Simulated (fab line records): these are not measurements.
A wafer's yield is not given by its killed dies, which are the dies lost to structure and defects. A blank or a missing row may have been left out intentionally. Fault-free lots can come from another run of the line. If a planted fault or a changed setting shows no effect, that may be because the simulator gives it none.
What tool caused it?    flow sky130    33 wafers from 11 lots sampled at 4 of the route's 708 steps

## WHAT EACH GAUGE READ, for each wafer
SKY_CAPM_THK_MEAS_01.
lot   measured      on            CAPM_CVD_00_THK (nm)
L463  day 37 01:32  filmMetro-02  15.11 15.33 15.22
L464  day 37 04:37  filmMetro-03  15.11 15.53 15.56
L468  day 37 15:44  filmMetro-03  15.25 15.48 15.58
L467  day 37 19:46  filmMetro-02  15.44 15.69 15.91
L469  day 38 21:54  filmMetro-02  15.42 15.57 15.74
L473  day 39 23:07  filmMetro-02  15.56 18.33 15.60
L481  day 41 19:27  filmMetro-04  15.30 15.42 15.40
L482  day 42 02:20  filmMetro-02  15.67 15.88 15.57
L483  day 42 08:43  filmMetro-02  15.42 15.71 15.62
L484  day 42 14:37  filmMetro-02  15.33 15.61 15.53
L485  day 42 21:41  filmMetro-03  15.55 15.16 15.37

## TOOL THAT RAN EACH LOT (tool first, then ch and the chambers of the sampled wafers, then the start)
lot   SKY_METAL1_DESCUM_17              SKY_VIA1_CMP_02                SKY_CAPM_CVD_00
L463  rieMetal-03 ch 0,1, day 33 13:15  cmp-02 ch 0,2, day 33 14:16    pecvd-01 ch 0,1, day 37 01:30
L464  rieMetal-01 ch 0,1, day 33 17:16  cmp-01 ch 0,2,3, day 33 18:17  pecvd-01 ch 1,2, day 37 04:35
L468  rieMetal-02 ch 0,1, day 34 03:54  cmp-02 ch 0,1,3, day 34 04:55  pecvd-01 ch 0,2, day 37 15:43
L467  rieMetal-02 ch 0,1, day 34 08:07  cmp-02 ch 0,3, day 34 09:10    pecvd-03 ch 0,1,2, day 37 19:44
L469  rieMetal-02 ch 0, day 35 10:31    cmp-01 ch 0,3, day 35 11:47    pecvd-01 ch 0,1,2, day 38 21:52
L473  rieMetal-01 ch 0,1, day 36 14:04  cmp-02 ch 1,2, day 36 15:02    pecvd-01 ch 0,1,2, day 39 23:05
L481  rieMetal-01 ch 0,1, day 38 12:28  cmp-01 ch 0,2,3, day 38 13:36  pecvd-02 ch 0,1, day 41 19:25
L482  rieMetal-01 ch 0,1, day 38 20:22  cmp-02 ch 0,1,2, day 38 21:34  pecvd-02 ch 0,1,2, day 42 02:18
L483  rieMetal-02 ch 1, day 39 02:49    cmp-02 ch 0,1,2, day 39 03:49  pecvd-02 ch 1,2, day 42 08:41
L484  rieMetal-03 ch 0,1, day 39 08:39  cmp-02 ch 0,1,3, day 39 09:42  pecvd-02 ch 1,2, day 42 14:35
L485  rieMetal-02 ch 0,1, day 39 16:13  cmp-02 ch 0,1,2, day 39 17:13  pecvd-03 ch 0,1,2, day 42 21:40
- SKY_METAL1_DESCUM_17: chemistry O2, time 8 s.
- SKY_VIA1_CMP_02: polishes SiO2.
- SKY_CAPM_CVD_00: deposits SiO2, target thk 15.5 nm.

## THE ANSWER, worked out from the rows above alone
Rule: what is usual is taken from the lots themselves. The widest of any qualifying gaps counts: lots, ordered by their means at a reading, are off when they make up no more than a third of the lots, leave a main group of 4 or more, and stand apart from it by 3 or more times the standard deviation of that group's means. The tables above print the reading to a certain number of digits; a main group whose means all agree to those digits is not used. Also off: a lot with no number at a reading for which 4 or more lots have one. All remaining lots with rows at the step are treated as sound.
Off: at SKY_CAPM_THK_MEAS_01 (CAPM_CVD_00_THK), L473. Main group: mean 15.48 nm, sd 0.15.
If a tool, at a process step before that reading, ran all the lots that are off and no sound lot after the first of them, it fits. Those tools and the gauges at SKY_CAPM_THK_MEAS_01 are tried in the same way. One fits: pecvd-01 at SKY_CAPM_CVD_00. Its last sound lot is L469 (day 38 21:52), its first lot that is off L473 (day 39 23:05): a fault that began between those two fits.

## WHAT THE SIMULATOR PUT IN
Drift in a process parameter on pecvd-01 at SKY_CAPM_CVD_00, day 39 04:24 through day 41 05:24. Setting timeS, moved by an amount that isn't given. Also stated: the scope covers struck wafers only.
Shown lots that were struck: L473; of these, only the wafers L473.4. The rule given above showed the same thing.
